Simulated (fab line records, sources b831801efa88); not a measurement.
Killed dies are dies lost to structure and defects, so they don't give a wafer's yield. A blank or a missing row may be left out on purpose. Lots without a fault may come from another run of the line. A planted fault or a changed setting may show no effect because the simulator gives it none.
fab line records | flow sky130
record lots=6 wafers=18 last_day=50
route steps=708 shown SONOS_TUNNEL@156 SONOS_ONO@168 PAD_OPEN@708
lots that met no fault: from a run of the same line without faults
start_h: hours from the record's first day to the start of the lot's first wafer shown | wait_h: hours since the lot's step before | " the same as in the row above | L1.1+2: a row that stands for several wafers | - no value, or no start given | * or withheld: withheld | < > ~ a bound
route shown NAME@n: a module of which the file shows steps, and the number in the route of the first | usual: mean/standard deviation of fault-free wafers | same: alike in all rows | chamber/n: place in a boat | sites: the reading at each site | _std_site: their standard deviation | _edge_site: outer sites' mean less inner sites' | radius_mm: how far each site lies from the wafer's centre | mask NAME#n: copy n | behind: the tool/chamber that last shaped the wafer | hold: why the lot was held/for how many hours/how that ended | device: the transistor (n, p or np) that didn't switch | end of line: the same wafers' tests at the end of the route | a step without rows: its recipe alone | killed: dies lost to structure and defects at the first sort, not the wafer's yield | map: a wafer's dies, x killed, . not, _ none there
set.NAME: the setting as run; set.NAME@STEP: as run at that earlier step | model.NAME: the simulator's own value behind a step, which no gauge read
lots at some steps of the route; a table a step, a row a wafer
services: from which hour (start_h, from the record's first day; less than 0 if before it) a tool's chamber was out of use, for how many hours, and why
## steps
# step SKY_SONOS_TUNNEL_COAT_02
# recipe resist=NOVOLAK spin_rpm=3000 resist_thk_nm=1140
# step SKY_SONOS_TUNNEL_SOFTBAKE_03
# recipe temp_c=90 time_s=60 resist=NOVOLAK
# step SKY_SONOS_TUNNEL_EXPOSE_04
# recipe mask_id=TUNM na=0.6 source_shape=conventional sigma_outer=0.6 polarization=unpolarized target_cd_nm=410 dose_mj=138.1
# step SKY_SONOS_TUNNEL_PEB_05
# recipe temp_c=withheld time_s=* resist=NOVOLAK
# step SKY_SONOS_TUNNEL_DEVELOP_06
# recipe resist=NOVOLAK developer=TMAH develop_time_s=60 dev_temp_c=23
# step SKY_SONOS_TUNNEL_CD_MEAS_07
# recipe target_cd_nm=410
# usual cd_nm=409.3/2.4
# columns lot.wafer tool chamber start_h wait_h cd_nm
L460.1 cd_sem-01 - 253.74 0.1 409.3
L460.4 " - " " 410.6
L460.5 " - " " 410.8
L461.3 cd_sem-01 - 264.32 0.1 409.5
L461.4 " - " " 407.8
L461.6 " - " " 408.3
L468.1 cd_sem-01 - 324.14 0.1 411.1
L468.4 " - " " 413.7
L468.6 " - " " 411.5
L469.3 cd_sem-02 - 327.86 0.1 407.7
L469.4 " - " " 407.0
L469.5 " - " " 408.2
L473.1 cd_sem-01 - 359.88 0.1 411.8
L473.4 " - " " 409.7
L473.5 " - " " 412.6
L480.1 cd_sem-02 - 414.68 0.1 410.5
L480.3 " - " " 411.3
L480.4 " - " " 408.3
# step SKY_SONOS_TUNNEL_OVL_MEAS_08
# usual SONOS_TUNNEL_OVL=-0.2/1.4
# columns lot.wafer tool chamber start_h wait_h SONOS_TUNNEL_OVL[nm]
L460.1 overlay-02 - 253.86 0.1 0.3
L460.4 " - " " 1.7
L460.5 " - " " -0.4
L461.3 overlay-02 - 264.41 0.1 -3.0
L461.4 " - " " -0.8
L461.6 " - " " 0.1
L468.1 overlay-01 - 324.26 0.1 0.4
L468.4 " - " " -0.5
L468.6 " - " " 0.1
L469.3 overlay-02 - 327.95 0.1 0.4
L469.4 " - " " -0.1
L469.5 " - " " -0.7
L473.1 overlay-02 - 360.00 0.1 -1.0
L473.4 " - " " -0.5
L473.5 " - " " 1.3
L480.1 overlay-02 - 414.80 0.1 0.4
L480.3 " - " " -0.4
L480.4 " - " " 1.2
# step SKY_SONOS_TUNNEL_IMPLANT_09
# recipe species=B energy_kev=20 dose_cm2=1e+12 tilt_deg=withheld
# step SKY_SONOS_TUNNEL_WET_ETCH_10
# recipe chemistry=dHF target_depth_nm=14 target=SiO2 dilution=100:1 temp_c=25 time_s=280
# step SKY_SONOS_TUNNEL_STRIP_11
# recipe chemistry=SPM time_s=600 temp_c=130
# step SKY_SONOS_TUNNEL_TW_MEAS_12
# usual SONOS_TUNNEL_TW=197.2/1.4
# columns lot.wafer tool chamber start_h wait_h SONOS_TUNNEL_TW
L460.1 film_metro-02 - 254.34 0.0 197.2
L460.4 " - " " 196.7
L460.5 " - " " 198.2
L461.3 film_metro-02 - 264.87 0.0 196.8
L461.4 " - " " 196.6
L461.6 " - " " 196.1
L468.1 film_metro-04 - 324.72 0.0 198.2
L468.4 " - " " 197.6
L468.6 " - " " 198.5
L469.3 film_metro-02 - 328.41 0.0 198.3
L469.4 " - " " 199.2
L469.5 " - " " 197.8
L473.1 film_metro-03 - 360.45 0.0 195.3
L473.4 " - " " 196.2
L473.5 " - " " 194.8
L480.1 film_metro-02 - 415.28 0.0 196.7
L480.3 " - " " 197.6
L480.4 " - " " 197.5
# step SKY_SONOS_TUNNEL_CLEAN_13
# recipe chemistry=dHF time_s=20 dilution=100:1 dry=ipa_marangoni
# step SKY_SONOS_ONO_OXIDATION_00
# recipe temp_c=800 ambient=O2 idle_temp_c=700 ramp_up_c_per_min=10 ramp_down_c_per_min=3 stabilise_s=600 purge_s=300 target_thk_a=26 ox_time_s=1249
# usual tube_center_temp_C_max=802.1/0.34
# columns lot.wafer tool chamber start_h wait_h tube_center_temp_C_max model.SiO2_of_SONOS_ONO_OXIDATION_00.thk_nm
L460.1 furnace-02 0 257.96 3.5 802.3 2.53
L460.4 " 0 " " 802.4 2.549
L460.5 " 0 " " 802.5 2.588
L461.3 furnace-02 0 266.54 1.6 801.9 2.614
L461.4 " 0 " " 802.0 2.638
L461.6 " 0 " " 801.6 2.615
L468.1 furnace-02 0 325.32 0.5 802.0 3.038
L468.4 " 0 " " 802.1 2.974
L468.6 " 0 " " 803.3 2.981
L469.3 furnace-02 0 328.46 0.0 801.8 3.006
L469.4 " 0 " " 801.9 2.921
L469.5 " 0 " " 801.7 2.984
L473.1 furnace-01 0 361.30 0.8 802.4 2.574
L473.4 " 0 " " 802.2 2.558
L473.5 " 0 " " 801.9 2.543
L480.1 furnace-02 0 416.63 1.3 802.3 2.554
L480.3 " 0 " " 801.9 2.521
L480.4 " 0 " " 802.5 2.556
# step SKY_SONOS_ONO_THK_MEAS_01
# recipe reads=SiO2_of_SONOS_ONO_OXIDATION_00
# usual SONOS_ONO_OXIDATION_THK=2.59/0.061
# columns lot.wafer tool chamber start_h wait_h SONOS_ONO_OXIDATION_THK[nm]
L460.1 film_metro-01 - 259.31 0.0 2.48
L460.4 " - " " 2.56
L460.5 " - " " 2.56
L461.3 film_metro-02 - 267.90 0.0 2.64
L461.4 " - " " 2.65
L461.6 " - " " 2.62
L468.1 film_metro-01 - 326.66 0.0 3.03
L468.4 " - " " 2.97
L468.6 " - " " 2.98
L469.3 film_metro-02 - 329.83 0.0 3.06
L469.4 " - " " 2.89
L469.5 " - " " 2.97
L473.1 film_metro-02 - 362.64 0.0 2.58
L473.4 " - " " 2.58
L473.5 " - " " 2.56
L480.1 film_metro-04 - 417.98 0.0 2.59
L480.3 " - " " 2.50
L480.4 " - " " 2.56
# step SKY_SONOS_ONO_CVD_02
# recipe material=Si3N4 precursor=DCS/NH3 target_thk_nm=10.5 temp_c=770 time_s=180 pressure_mtorr=250
# step SKY_PAD_OPEN_PROBE_99
# usual killed_at_M0_to_M3=43/6.5 killed_at_M4_up=3.2/1.9 killed_at_contacts=25/5.5 killed_at_front_end=14/4.2 killed_at_other=0.2/0.44 killed_dies=85/8.5 killed_on_rim=16/3.3 killed_open=47/7 killed_short=39/6.3
# same gross_dies=492 killed_at_back_side=0
# columns lot.wafer tool chamber start_h wait_h killed_at_M0_to_M3 killed_at_M4_up killed_at_contacts killed_at_front_end killed_at_other killed_dies killed_on_rim killed_open killed_short model.etest.sonos_erased.drive_ua_um model.etest.cap_ono.gate_log10_a_cm2 model.etest.sonos_erased.vt_v model.etest.cap_ono.tox_acc_nm model.etest.sonos_programmed.vt_v model.etest.sonos_baked.vt_less_v
L460.1 prober-02 - 1082.15 0.1 46 2 26 15 0 89 16 42 47 210.6 -7.374 -2.437 12.43 1.657 -0.5283
L460.4 prober-02 - 1082.30 0.2 40 3 25 21 0 89 16 41 48 202.1 -7.46 -2.395 12.49 1.594 -0.5688
L460.5 prober-02 - 1082.35 0.2 39 2 19 15 0 75 16 45 30 196 -7.363 -2.396 12.49 1.631 -0.5461
L461.3 prober-01 - 1089.29 0.2 35 1 24 10 0 70 18 38 32 144.4 -8.055 -2.181 12.94 1.441 -0.5233
L461.4 prober-01 - 1089.34 0.2 56 4 21 17 0 98 14 55 43 188.5 -8.084 -2.228 12.96 1.387 -0.4593
L461.6 prober-01 - 1089.44 0.2 37 1 30 12 2 82 17 44 38 181.6 -8.024 -2.238 12.95 1.455 -0.5489
L469.3 prober-02 - 1137.04 0.2 30 7 18 16 0 71 10 36 35 127.8 -8.665 -1.71 13.42 1.174 -0.2805
L469.4 prober-02 - 1137.09 0.2 49 3 22 10 0 84 19 48 36 156.2 -8.346 -1.945 13.23 1.335 -0.3418
L469.5 prober-02 - 1137.14 0.2 47 3 18 15 0 83 15 48 35 166.3 -8.445 -1.883 13.31 1.285 -0.3341
L468.1 prober-01 - 1141.28 0.1 40 3 40 10 0 93 15 59 34 164.3 -8.57 -1.792 13.38 1.281 -0.3255
L468.4 prober-01 - 1141.43 0.2 39 5 25 14 0 83 11 43 40 156.2 -8.53 -1.844 13.37 1.265 -0.3366
L468.6 prober-01 - 1141.53 0.2 54 5 26 16 0 101 14 56 45 155.8 -8.403 -1.877 13.28 1.329 -0.4044
L473.1 prober-01 - 1165.48 0.1 51 5 19 10 0 85 14 47 38 201.8 -7.997 -2.284 12.92 1.462 -0.5085
L473.4 prober-01 - 1165.63 0.2 55 2 21 11 0 89 19 42 47 179.3 -7.997 -2.252 12.96 1.43 -0.4912
L473.5 prober-01 - 1165.68 0.2 51 6 23 13 0 93 17 53 40 143.7 -8.181 -2.168 13.09 1.364 -0.4464
L480.1 prober-02 - 1193.10 0.1 44 5 30 18 0 97 15 50 47 187.2 -8.055 -2.248 12.99 1.391 -0.5354
L480.3 prober-02 - 1193.20 0.2 37 1 33 22 1 94 13 45 49 181.2 -7.912 -2.294 12.81 1.478 -0.5099
L480.4 prober-02 - 1193.25 0.2 42 5 30 14 0 91 13 50 41 200.5 -8.001 -2.291 12.91 1.446 -0.5062
# killed by level:class
L460.1 VIA1:geometric_particle:open=10 CONTACT:geometric_particle:short=9 METAL1:geometric_particle:short=7 LOCAL_INTERCONNECT:geometric_particle:short=7 CONTACT:geometric_particle:open=6 METAL2:geometric_particle:short=6 VIA2:geometric_particle:open=6 VIA3:geometric_particle:open=6
L460.4 CONTACT:geometric_particle:open=9 VIA1:geometric_particle:open=9 FIELD_ISO:geometric_particle:short=7 VIA1:geometric_particle:short=7 CONTACT:geometric_particle:short=6 METAL3:geometric_particle:short=6 FIELD_ISO:geometric_particle:open=5 LI_CONTACT:geometric_particle:open=5
L460.5 VIA3:geometric_particle:open=10 LI_CONTACT:geometric_particle:open=7 POLY_GATE:geometric_particle:open=6 VIA2:geometric_particle:open=6 CONTACT:geometric_particle:open=6 METAL2:geometric_particle:short=5 VIA1:geometric_particle:open=4 CONTACT:geometric_particle:short=3
L461.3 VIA1:geometric_particle:open=11 CONTACT:geometric_particle:open=8 LOCAL_INTERCONNECT:geometric_particle:short=6 VIA3:geometric_particle:open=6 POLY_GATE:geometric_particle:short=4 CONTACT:geometric_particle:short=4 VIA1:geometric_particle:short=4 FIELD_ISO:geometric_particle:open=3
L461.4 VIA1:geometric_particle:open=20 METAL1:geometric_particle:short=8 CONTACT:geometric_particle:open=7 VIA3:geometric_particle:open=7 LI_CONTACT:geometric_particle:open=5 POLY_GATE:geometric_particle:short=5 METAL2:geometric_particle:short=5 CONTACT:geometric_particle:short=5
L461.6 CONTACT:geometric_particle:open=12 VIA1:geometric_particle:open=8 LI_CONTACT:geometric_particle:open=7 METAL2:geometric_particle:short=7 METAL1:geometric_particle:short=6 FIELD_ISO:geometric_particle:open=5 LI_CONTACT:geometric_particle:short=4 LOCAL_INTERCONNECT:geometric_particle:short=4
L469.3 CONTACT:geometric_particle:open=7 METAL4:geometric_particle:short=5 LOCAL_INTERCONNECT:geometric_particle:short=5 VIA1:geometric_particle:open=5 FIELD_ISO:geometric_particle:open=4 METAL2:geometric_particle:short=4 METAL1:geometric_particle:short=4 VIA2:geometric_particle:open=4
L469.4 VIA1:geometric_particle:open=14 CONTACT:geometric_particle:open=9 METAL1:geometric_particle:short=9 LI_CONTACT:geometric_particle:open=8 VIA2:geometric_particle:open=7 VIA1:geometric_particle:short=5 METAL2:geometric_particle:short=5 FIELD_ISO:geometric_particle:short=4
L469.5 VIA1:geometric_particle:open=9 LI_CONTACT:geometric_particle:open=9 VIA3:geometric_particle:open=9 VIA1:geometric_particle:short=6 VIA2:geometric_particle:open=6 CONTACT:geometric_particle:short=5 METAL2:geometric_particle:short=5 FIELD_ISO:geometric_particle:open=4
L468.1 CONTACT:geometric_particle:open=14 VIA1:geometric_particle:open=13 LI_CONTACT:geometric_particle:open=9 CONTACT:geometric_particle:short=7 VIA3:geometric_particle:open=7 LOCAL_INTERCONNECT:geometric_particle:short=5 VIA2:geometric_particle:open=5 FIELD_ISO:geometric_particle:open=4
L468.4 VIA1:geometric_particle:open=9 LI_CONTACT:geometric_particle:open=8 CONTACT:geometric_particle:open=8 VIA2:geometric_particle:open=6 VIA1:geometric_particle:short=5 VIA3:geometric_particle:open=5 FIELD_ISO:geometric_particle:short=4 METAL1:geometric_particle:short=4
L468.6 VIA3:geometric_particle:open=11 VIA1:geometric_particle:open=9 METAL2:geometric_particle:short=8 LI_CONTACT:geometric_particle:open=8 CONTACT:geometric_particle:open=7 FIELD_ISO:geometric_particle:short=6 VIA2:geometric_particle:open=6 METAL1:geometric_particle:short=5
L473.1 VIA1:geometric_particle:open=20 VIA2:geometric_particle:open=9 CONTACT:geometric_particle:open=7 METAL1:geometric_particle:short=6 VIA2:geometric_particle:short=5 CONTACT:geometric_particle:short=4 VIA1:geometric_particle:short=4 METAL4:geometric_particle:short=4
L473.4 VIA1:geometric_particle:open=13 VIA1:geometric_particle:short=10 CONTACT:geometric_particle:open=9 METAL1:geometric_particle:short=9 VIA2:geometric_particle:open=6 CONTACT:geometric_particle:short=5 FIELD_ISO:geometric_particle:short=4 LI_CONTACT:geometric_particle:open=4
L473.5 VIA1:geometric_particle:open=19 CONTACT:geometric_particle:open=8 LOCAL_INTERCONNECT:geometric_particle:short=6 VIA1:geometric_particle:short=6 FIELD_ISO:geometric_particle:open=5 LI_CONTACT:geometric_particle:open=5 METAL4:geometric_particle:short=5 VIA2:geometric_particle:open=5
L480.1 LI_CONTACT:geometric_particle:open=14 METAL2:geometric_particle:short=8 VIA3:geometric_particle:open=8 POLY_GATE:geometric_particle:short=7 VIA1:geometric_particle:open=7 LOCAL_INTERCONNECT:geometric_particle:short=5 VIA2:geometric_particle:open=5 LI_CONTACT:geometric_particle:short=4
L480.3 LI_CONTACT:geometric_particle:open=11 CONTACT:geometric_particle:open=8 METAL2:geometric_particle:short=7 VIA1:geometric_particle:open=7 POLY_GATE:geometric_particle:short=6 VIA2:geometric_particle:short=6 FIELD_ISO:geometric_particle:open=5 POLY_GATE:geometric_particle:open=5
L480.4 CONTACT:geometric_particle:open=11 LI_CONTACT:geometric_particle:open=9 VIA1:geometric_particle:open=9 METAL1:geometric_particle:short=7 VIA2:geometric_particle:open=6 FIELD_ISO:geometric_particle:open=5 METAL2:geometric_particle:short=5 CONTACT:geometric_particle:short=5
## services
# columns tool chamber start_h hours kind
furnace-01 - 238.96 4.2 pm
furnace-02 - 251.04 5.4 repair
furnace-02 - 274.95 2.5 pm
furnace-02 - 337.09 3.3 pm
furnace-01 - 407.25 2.5 pm
## key
first_sign step=SKY_SONOS_ONO_THK_MEAS_01 reading=SONOS_ONO_OXIDATION_THK direction=up sigmas=6.5 usual=2.59 struck=2.98
effect none on later readings
model_effect step=SKY_SONOS_ONO_OXIDATION_00 value=SiO2_of_SONOS_ONO_OXIDATION_00.thk_nm without=2.603 struck=2.984
model_effect step=SKY_PAD_OPEN_PROBE_99 value=etest.sonos_erased.drive_ua_um without=201.7 struck=154.5
met_at SKY_SONOS_ONO_OXIDATION_00
struck_wafers L468.1,L468.4,L468.6,L469.3,L469.4,L469.5
tester_left_out L468,L469
onset_between 266.54 325.32
fault kind=process_parameter_drift tool=furnace-02 chamber=- onset_h=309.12 steps=SKY_SONOS_ONO_OXIDATION_00 channel=ox_time_s offset=* shape=step end_h=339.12 acts_in=* stated=*
# tester_left_out: of these lots the tester's yield and bins aren't shown, on N5 and GAA mostly nor the transistor test; their killed dies are dies lost to structure and defects alone, not to doping, threshold or leakage, so they don't give the yield
